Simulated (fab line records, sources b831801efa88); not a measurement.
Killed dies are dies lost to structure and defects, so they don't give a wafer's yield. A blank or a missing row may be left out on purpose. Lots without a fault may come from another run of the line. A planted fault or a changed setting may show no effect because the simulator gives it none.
Which tool did it? | flow gf180mcu | 12 lots, 36 wafers sampled, at 5 steps of a route of 602

WHAT THE GAUGES READ, wafer by wafer
GF_LVPWELL_TW_MEAS_11. Usual: LVPWELL_TW 559, standard deviation 3.4.
lot  | measured    | on            | LVPWELL_TW  | flag
L462 | day 3 22:55 | film_metro-04 | 556 556 555 |
L464 | day 4 07:55 | film_metro-04 | 554 556 559 |
L465 | day 4 14:13 | film_metro-04 | 557 557 555 |
L466 | day 4 18:22 | film_metro-04 | 557 559 553 |
L467 | day 5 01:38 | film_metro-01 | 563 570 567 |
L468 | day 5 05:25 | film_metro-02 | 561 561 563 |
L469 | day 5 11:01 | film_metro-02 | 559 563 561 |
L476 | day 7 06:50 | film_metro-04 | 544 544 554 | OFF
L479 | day 7 20:36 | film_metro-02 | 559 558 556 |
L478 | day 7 20:56 | film_metro-02 | 560 562 561 |
L482 | day 8 13:39 | film_metro-02 | 561 558 557 |
L485 | day 9 05:07 | film_metro-02 | 560 558 556 |

GF_MVPSD_TW_MEAS_11. Usual: MVPSD_TW 554, standard deviation 4.
lot  | measured     | on            | MVPSD_TW    | flag
L462 | day 5 01:36  | film_metro-02 | 555 555 551 |
L464 | day 5 11:14  | film_metro-02 | 553 553 553 |
L465 | day 5 18:19  | film_metro-01 | 564 563 560 |
L466 | day 5 22:14  | film_metro-02 | 555 554 554 |
L467 | day 6 07:03  | film_metro-04 | 551 547 548 |
L468 | day 6 10:29  | film_metro-01 | 559 557 558 |
L469 | day 6 17:06  | film_metro-02 | 555 553 553 |
L476 | day 8 14:45  | film_metro-04 | 553 552 556 |
L479 | day 9 05:35  | film_metro-01 | 558 557 558 |
L478 | day 9 06:14  | film_metro-01 | 558 557 556 |
L482 | day 9 23:32  | film_metro-02 | 555 553 554 |
L485 | day 10 16:11 | film_metro-04 | 546 546 549 |

GF_VT_IMPLANT_RS_MEAS_48: measures by four-point-probe. Usual: LVPWELL_RS 1196 ohm/sq, standard deviation 3.2.
lot  | measured     | on            | LVPWELL_RS (ohm/sq) | flag
L462 | day 7 12:37  | film_metro-04 | 1194 1197 1196      |
L464 | day 8 01:55  | film_metro-04 | 1196 1199 1198      |
L465 | day 8 07:37  | film_metro-01 | 1193 1193 1189      |
L466 | day 8 11:28  | film_metro-04 | 1191 1190 1191      |
L467 | day 8 22:01  | film_metro-01 | 1198 1197 1197      |
L468 | day 9 03:26  | film_metro-01 | 1199 1201 1200      |
L469 | day 9 10:38  | film_metro-01 | 1196 1193 1195      |
L476 | day 11 12:29 | film_metro-04 | 1246 1247 1198      | OFF
L479 | day 12 06:59 | film_metro-01 | 1199 1199 1204      |
L478 | day 12 07:34 | film_metro-04 | 1195 1194 1195      |
L482 | day 13 03:22 | film_metro-01 | 1197 1197 1199      |
L485 | day 13 21:44 | film_metro-04 | 1194 1197 1195      |

WHICH TOOL RAN EACH LOT (tool, then ch and the chambers of the sampled wafers, then the start)
lot  | GF_LVPWELL_IMPLANT_08          | GF_VT_IMPLANT_RTA_45
L462 | implanter-02 ch 0, day 3 22:32 | rtp_anneal-01 ch 0, day 7 12:17
L464 | implanter-02 ch 0, day 4 07:31 | rtp_anneal-02 ch 0, day 8 01:34
L465 | implanter-02 ch 0, day 4 13:50 | rtp_anneal-01 ch 0, day 8 07:16
L466 | implanter-02 ch 0, day 4 17:58 | rtp_anneal-02 ch 0, day 8 11:07
L467 | implanter-02 ch 0, day 5 01:16 | rtp_anneal-01 ch 0, day 8 21:35
L468 | implanter-02 ch 0, day 5 05:01 | rtp_anneal-01 ch 0, day 9 03:06
L469 | implanter-02 ch 0, day 5 10:38 | rtp_anneal-02 ch 0, day 9 10:17
L476 | implanter-02 ch 0, day 7 06:26 | rtp_anneal-02 ch 0, day 11 12:09
L479 | implanter-01 ch 0, day 7 20:14 | rtp_anneal-01 ch 0, day 12 06:38
L478 | implanter-01 ch 0, day 7 20:32 | rtp_anneal-02 ch 0, day 12 07:13
L482 | implanter-04 ch 0, day 8 13:15 | rtp_anneal-01 ch 0, day 13 03:01
L485 | implanter-01 ch 0, day 9 04:44 | rtp_anneal-02 ch 0, day 13 21:23
- GF_LVPWELL_IMPLANT_08
- GF_VT_IMPLANT_RTA_45: time 30 s.

WHAT THE TOOLS THEMSELVES READ (means of the sampled wafers that have a number; where no wafer has one, the mark that the record gives instead)
GF_LVPWELL_IMPLANT_08. Usual: dose_ions_cm2 1.4999e+13, standard deviation 1.6e+10; faraday_current_uA 84.5, standard deviation 1.6.
lot  | tool         | dose_ions_cm2 | faraday_current_uA | flag
L462 | implanter-02 | 1.5013e+13    | 84.0               |
L464 | implanter-02 | 1.5000e+13    | 84.6               |
L465 | implanter-02 | 1.4995e+13    | 83.7               |
L466 | implanter-02 | 1.4999e+13    | 85.6               |
L467 | implanter-02 | 1.5001e+13    | 81.6               |
L468 | implanter-02 | 1.5019e+13    | 82.7               |
L469 | implanter-02 | 1.5018e+13    | 85.2               |
L476 | implanter-02 | 1.4998e+13    | 84.6               |
L479 | implanter-01 | 1.4987e+13    | 86.3               |
L478 | implanter-01 | 1.5000e+13    | 84.1               |
L482 | implanter-04 | 1.5015e+13    | 85.7               |
L485 | implanter-01 | 1.4985e+13    | 84.0               |

GF_VT_IMPLANT_RTA_45. Usual: lamp_power_pct 31.58 %, standard deviation 0.16; wafer_temp_C_max 1055.3, standard deviation 2.1.
lot  | tool          | lamp_power_pct (%) | wafer_temp_C_max | flag
L462 | rtp_anneal-01 | 31.39              | 1053.4           |
L464 | rtp_anneal-02 | 31.73              | 1057.5           |
L465 | rtp_anneal-01 | 31.42              | 1053.6           |
L466 | rtp_anneal-02 | 31.74              | 1057.3           |
L467 | rtp_anneal-01 | 31.42              | 1053.8           |
L468 | rtp_anneal-01 | 31.43              | 1053.0           |
L469 | rtp_anneal-02 | 31.71              | 1057.2           |
L476 | rtp_anneal-02 | 31.74              | 1056.5           |
L479 | rtp_anneal-01 | 31.42              | 1052.8           |
L478 | rtp_anneal-02 | 31.72              | 1057.9           |
L482 | rtp_anneal-01 | 31.39              | 1054.7           |
L485 | rtp_anneal-02 | 31.73              | 1057.3           |

THE ANSWER, worked out from the rows above alone
Rule: a lot is off if the mean of its wafers that have a number lies more than 3 standard deviations from the usual mean. A lot without any number at a reading at which 4 lots or more have one is off too. The other lots that the step has rows for count as sound. The gauges are gone through in route order, then the tools' own readings, and for those a lot's mean is taken as printed above. The first step at which some lot is off is used, and at that step the reading that is off furthest; a lot without a number counts as furthest.
Off: L476, at GF_LVPWELL_TW_MEAS_11 (LVPWELL_TW).
A tool fits if, at a process step before that reading, it ran every lot that is off, and no sound lot after the first of them. The gauges at GF_LVPWELL_TW_MEAS_11 are tried like those tools. Can't be told from this: 2 tools fit, implanter-02 at GF_LVPWELL_IMPLANT_08, film_metro-04 at GF_LVPWELL_TW_MEAS_11.

WHAT THE SIMULATOR HAD PUT IN
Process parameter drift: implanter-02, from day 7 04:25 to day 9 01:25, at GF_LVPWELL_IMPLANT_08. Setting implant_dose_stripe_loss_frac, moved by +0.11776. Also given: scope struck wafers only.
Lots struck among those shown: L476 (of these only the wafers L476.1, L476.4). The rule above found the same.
